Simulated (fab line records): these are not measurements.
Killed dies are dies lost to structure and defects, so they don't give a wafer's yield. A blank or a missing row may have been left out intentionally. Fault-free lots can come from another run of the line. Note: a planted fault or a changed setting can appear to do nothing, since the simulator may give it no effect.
Chamber matching + flow sky130 + 4 sister chambers for SKY_FIELD_ISO_CMP_27 on cmp-01
The step polishes, stops on Si3N4, t overpolish 16 s, target thk 457.8 nm. 4 wafers are shown with their chamber, then 11 later ones without.

WAFERS, EACH WITH ITS CHAMBER
| wafer  | chamber | motor_current_A (A) |
|--------|---------|---------------------|
| L084.6 | 3       | 11.4                |
| L087.3 | 2       | 11.4                |
| L087.4 | 0       | 14.9                |
| L088.3 | 1       | 11.7                |

WAFERS MISSING THEIR CHAMBER
| wafer  | motor_current_A (A) |
|--------|---------------------|
| L088.4 | 14.8                |
| L088.5 | 12.0                |
| L091.1 | 11.2                |
| L091.3 | 12.2                |
| L091.6 | 11.9                |
| L093.2 | 12.4                |
| L093.3 | 11.9                |
| L093.4 | 14.8                |
| L096.1 | 10.9                |
| L096.4 | 11.7                |
| L096.6 | 14.7                |

EACH ONE'S CHAMBER
| wafer  | from the rows above          | in truth |
|--------|------------------------------|----------|
| L088.4 | 0                            | 0        |
| L088.5 | can't be placed: 1 or 2 or 3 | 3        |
| L091.1 | can't be placed: 2 or 3 or 1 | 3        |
| L091.3 | can't be placed: 1 or 2 or 3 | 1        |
| L091.6 | can't be placed: 1 or 2 or 3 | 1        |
| L093.2 | can't be placed: 1 or 2 or 3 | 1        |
| L093.3 | can't be placed: 1 or 2 or 3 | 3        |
| L093.4 | 0                            | 0        |
| L096.1 | can't be placed: 2 or 3 or 1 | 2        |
| L096.4 | can't be placed: 1 or 2 or 3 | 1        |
| L096.6 | 0                            | 0        |
3 of 11 placed correctly. Not placeable from these rows: 8 (in 8, the candidates include the true chamber). Number placed wrongly: 0.
How it was worked out, from the rows above alone: a wafer's distance from a chamber is the root of the sum, over the readings, of the square of ((its reading less the chamber's mean) divided by the reading's scatter). The wafer belongs to the nearest chamber; if the next one is less than 2 further off, it can't be placed. The mean given for a chamber averages the wafers shown for that chamber. The scatter: with one shown wafer a chamber, the root of the mean of the squares of how far each hidden wafer lies from its nearest shown one.
